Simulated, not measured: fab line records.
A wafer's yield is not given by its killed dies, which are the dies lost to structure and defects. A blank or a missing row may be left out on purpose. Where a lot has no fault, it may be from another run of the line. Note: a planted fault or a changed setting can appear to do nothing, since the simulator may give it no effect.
A struck lot beside a sound one / flow gf180mcu / 14 steps out of a route of 602
Sound: these wafers, L805.1, L805.2, L805.6. The struck wafers were L796.3, L796.4, L796.5. The cause is named last.
Order at every step that has rows: each side's tool, ch and its chambers, its first start. Under that, the readings that differ: sound wafers / struck wafers / difference of the means / sigmas: that difference in standard deviations of wafers without a fault.
alike: a reading whose means differ by less than 2 such deviations, as well as words and numbers matching on both sides. not compared: withheld readings; readings where some wafer has no value; bounds like >300 that might hide an equal value; numbers whose values overlap and for which the record gives no deviation.
The two part at a step that has a row with sigmas, a row that says differs or no value, or rows on one side only. Non-overlapping numbers with no deviation appear without sigmas and do not part them. A reading that every wafer of one side lacks parts them only if that side has two wafers or more.

GF_M1_SPUTTER_01: material TiN, target thk 30 nm, time 25 s.
  sound: pvd-sputter-03 at day 22 02:30; struck: pvd-sputter-01 at day 19 06:17
  alike: throttle-valve-pct
GF_M1_SPUTTER_02: material AlCu, target thk 450 nm, time 23.9 s.
  sound: pvd-sputter-03 at day 22 02:32; struck: pvd-sputter-01 at day 19 06:19
  alike: throttle-valve-pct
GF_M1_SPUTTER_03: material Ti, target thk 10 nm, time 6.7 s.
  sound: pvd-sputter-03 at day 22 02:34; struck: pvd-sputter-01 at day 19 06:20
  alike: throttle-valve-pct
GF_M1_SPUTTER_04: material TiN, target thk 50 nm, time 42.75 s.
  sound: pvd-sputter-03 at day 22 02:35; struck: pvd-sputter-01 at day 19 06:22
  alike: throttle-valve-pct
GF_M1_RS_MEAS_05: the measuring method here is four-point-probe.
  sound: film-metro-04 at day 22 02:37; struck: film-metro-01 at day 19 06:26
reading=M1_ALCU_RS (ohm/sq); sound=0.0680 0.0677 0.0678; struck=0.0701 0.0701 0.0701; difference=+0.0023; sigmas=+3
GF_M1_THK_MEAS_06: measures by xrf.
  sound: film-metro-04 at day 22 02:44; struck: film-metro-01 at day 19 06:32
reading=M1_ALCU_THK (nm); sound=460 464 463; struck=448 449 448; difference=-14; sigmas=-2
then, 6 steps without rows for these wafers: GF_M1_DEHYDRATE_07 (time 60 s); GF_M1_HMDS_08 (prime time 60 s); GF_M1_COAT_09 (resist thk 1000 nm); GF_M1_SOFTBAKE_10 (time 60 s); GF_M1_EXPOSE_11 (exposes mask Metal1, target cd 230 nm); GF_M1_PEB_12 (peb time 90 s).
GF_M1_DEVELOP_13: develop time 60 s.
  struck on litho-track-01, day 20 06:55; sound on litho-track-03 ch 0, day 23 01:48
  no value came back on the struck wafers for chill-plate-temp-C (C), develop-time-s (s); on the sound wafers chill-plate-temp-C (C) reads 23.13 23.19 23.19
reading=model.KrF_of_M1_COAT_09.thk-nm (nm); sound=984.8 987.3 985.8; struck=1003 998 996.2; difference=+13; sigmas=
GF_M1_CD_MEAS_14 targets a cd of 230 nm.
  sound: cd-sem-01 at day 23 01:57; struck: cd-sem-02 at day 20 07:03
reading=cd-nm (nm); sound=227.8 229.2 227.8; struck=- - -; difference=no value on the struck wafers; sigmas=

WHERE THEY PART
At GF_M1_RS_MEAS_05 first; at GF_M1_CD_MEAS_14 last (within this record only).

WHY: whatever the simulator had introduced
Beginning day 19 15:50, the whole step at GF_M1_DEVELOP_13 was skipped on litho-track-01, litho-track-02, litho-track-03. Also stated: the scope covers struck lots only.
